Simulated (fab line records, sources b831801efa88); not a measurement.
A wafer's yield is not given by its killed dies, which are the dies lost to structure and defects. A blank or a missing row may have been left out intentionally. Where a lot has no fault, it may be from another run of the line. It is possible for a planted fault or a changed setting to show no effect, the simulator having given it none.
8D (eight disciplines) problem report, filled in by code / flow sfq_line / the parts of the form that need people (team, actions taken, sign-off) are left out

== 1. THE PROBLEM ==
Across 9 wafers from 3 lots, I0_OVL at SFQ_I0_OVL_MEAS_908 averages 62 nm, while fault-free wafers read -3 nm with a standard deviation of 4.9. That is +13 standard deviations from the usual mean.
First seen on wafer L408.3, day 18 22:31, on overlay-02. Wafers with a number at this step in the record: 36, from 12 lots. By rule, "out" or "out of limits" means more than 4 standard deviations away from the usual mean. All remaining wafers that have a number are taken as sound.

== 2. WHAT IT IS AND WHAT IT IS NOT ==
question=which readings at this step | is=I0_OVL | is not=-
question=which lots | is=L408, L409, L410 | is not=L402, L403, L404, L405, L406, L407, L412, L414, L417
question=which wafers of those lots | is=all that have a number | is not=-
question=read on which gauges | is=overlay-01, overlay-02 | is not=-
question=when | is=from day 18 22:31 | is not=up to then (18 sound wafers); but 9 sound wafers of L412, L414, L417 came after

== 3. WHAT RULES OUT EACH SUSPECT ==
Counting: a tool stays on the suspect list if, at a process step up to the reading, it processed all lots that are out and no sound lot following the first of them.
- the gauge at SFQ_I0_OVL_MEAS_908 has been ruled out. 2 gauges (overlay-01, overlay-02) read the wafers that are out.
- krf_scanner-02 at SFQ_TRILAYER_I0_VIA_LITHO_EXPOSE_032 (exposes mask I0, target cd 500 nm): kept. It ran every lot that is out, first L408 (day 18 21:24), and no sound lot after that; its last sound lot up to then is L407 (day 18 03:12).
After counting, what remains is krf_scanner-02 at SFQ_TRILAYER_I0_VIA_LITHO_EXPOSE_032.

== 4. THE CAUSE (what the simulator had put in) ==
Scanner matching overlay: krf_scanner-02, from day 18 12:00 on, at SFQ_TRILAYER_I0_VIA_LITHO_EXPOSE_032. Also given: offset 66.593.
The count eliminated every tool but this one.

== 5. THE EFFECT CHAIN, in route order ==
Each row: a reading whose mean over the struck wafers that have a number lies more than 3 standard deviations from the usual. Readings are gone through only where the record gives a usual standard deviation; hours: the median, over the lots, of the time from a lot's start at the first step in this table giving one to that lot's start at this step; sigmas: the change measured in usual standard deviations.
hours=0; step=SFQ_I0_OVL_MEAS_908; reading=I0_OVL; usual=-3 nm; on struck wafers=62; change=+65; sigmas=+13

== 6. WHAT WOULD HAVE CAUGHT IT SOONER ==
In this record the first reading out of limits at a measuring or inspecting step was taken at day 18 22:31, 11 hours after the fault began at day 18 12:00.
L409, L410, from the lots that are out (3), started SFQ_TRILAYER_I0_VIA_LITHO_EXPOSE_032 on krf_scanner-02 later than day 18 22:31. A hold on the tool at that time would have spared those 2.
